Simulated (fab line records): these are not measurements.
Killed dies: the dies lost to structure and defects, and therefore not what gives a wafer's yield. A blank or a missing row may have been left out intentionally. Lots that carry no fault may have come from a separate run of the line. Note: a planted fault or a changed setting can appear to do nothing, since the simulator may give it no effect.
Lot-split experiment + flow gf180mcu + 23 wafers read from 5 lots, route of 602 steps

== THE SPLIT ITSELF ==
At GF_PSD_DEVELOP_06 (develop time 60 s), the setting devTempC was moved away from the recipe's 23 C on 8 of the 23 wafers read, by -7.8% to +12.9%. All remaining wafers had this setting at the recipe value.

No step appears in the file between the split and the reading.

== THE READING ==
cdNm, in nm, at GF_PSD_CD_MEAS_07 (target cd 400 nm). On this fab line, fault-free wafers typically give 399.9 nm with a standard deviation of 2.2 nm.

| wafer  | tool, chamber at the split | devTempC as run, C | against the recipe | cdNm, nm | against lot-mates on the recipe |
|--------|----------------------------|--------------------|--------------------|----------|---------------------------------|
| L074.1 | lithoTrack-02, 0           | 25.96              | +12.9%             | 388.6    | -10.5                           |
| L074.2 | lithoTrack-02, 0           | 23                 | recipe             | 400.4    | -                               |
| L074.3 | lithoTrack-02, 0           | 25.96              | +12.9%             | 389.3    | -9.8                            |
| L074.4 | lithoTrack-02, 0           | 23                 | recipe             | 397.9    | -                               |
| L074.5 | lithoTrack-02, 0           | 23                 | recipe             | 398.9    | -                               |
| L078.1 | lithoTrack-04, 0           | 23                 | recipe             | 401.1    | -                               |
| L078.3 | lithoTrack-04, 0           | 23                 | recipe             | 400.1    | -                               |
| L078.4 | lithoTrack-04, 0           | 24.3               | +5.7%              | 392.3    | -8.0                            |
| L078.5 | lithoTrack-04, 0           | 24.3               | +5.7%              | 396.5    | -3.8                            |
| L078.6 | lithoTrack-04, 0           | 23                 | recipe             | 399.8    | -                               |
| L082.1 | lithoTrack-04, 0           | 21.21              | -7.8%              | 404.5    | +2.5                            |
| L082.3 | lithoTrack-04, 0           | 23                 | recipe             | 400.8    | -                               |
| L082.4 | lithoTrack-04, 0           | 23                 | recipe             | 402.2    | -                               |
| L082.5 | lithoTrack-04, 0           | 23                 | recipe             | 403.0    | -                               |
| L082.6 | lithoTrack-04, 0           | 21.21              | -7.8%              | 408.7    | +6.7                            |
| L084.1 | lithoTrack-01, 0           | 23                 | recipe             | 397.5    | -                               |
| L084.3 | lithoTrack-01, 0           | 25.38              | +10.3%             | 387.4    | -10.4                           |
| L084.4 | lithoTrack-01, 0           | 23                 | recipe             | 395.9    | -                               |
| L084.5 | lithoTrack-01, 0           | 25.38              | +10.3%             | 388.8    | -9.0                            |
| L084.6 | lithoTrack-01, 0           | 23                 | recipe             | 400.1    | -                               |
| L085.3 | lithoTrack-02, 0           | 23                 | recipe             | 400.0    | -                               |
| L085.5 | lithoTrack-02, 0           | 23                 | recipe             | 398.7    | -                               |
| L085.6 | lithoTrack-02, 0           | 23                 | recipe             | 398.3    | -                               |

FIT RESULTS
A straight line over all 23 wafers: cdNm changes by -0.929 nm for each +1% of devTempC; r = -0.94; the points scatter about the line by 1.9 nm.
The same after taking each lot's own level away (the mean of its wafers on the recipe; 23 wafers): -0.801 nm for each +1%; r = -0.95; scatter 1.5 nm.
That fit puts the effect of the largest move of devTempC on the reading at 10 nm.
The span of the lots' own levels, 397.83 to 402.00 nm, comes to 1.9 times the standard deviation stated above.
So the lot-to-lot level changes the slope: the two fits differ.
Check: for one of the wafers moved furthest among these (+12.9%), held out of the fit, the line's prediction against its lot-mates is -10.7 nm. Against them it came out at -10.5 nm.

== FILE'S OWN FIT ==
cdNm changes by -0.822 nm for each +1% of devTempC, r = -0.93.
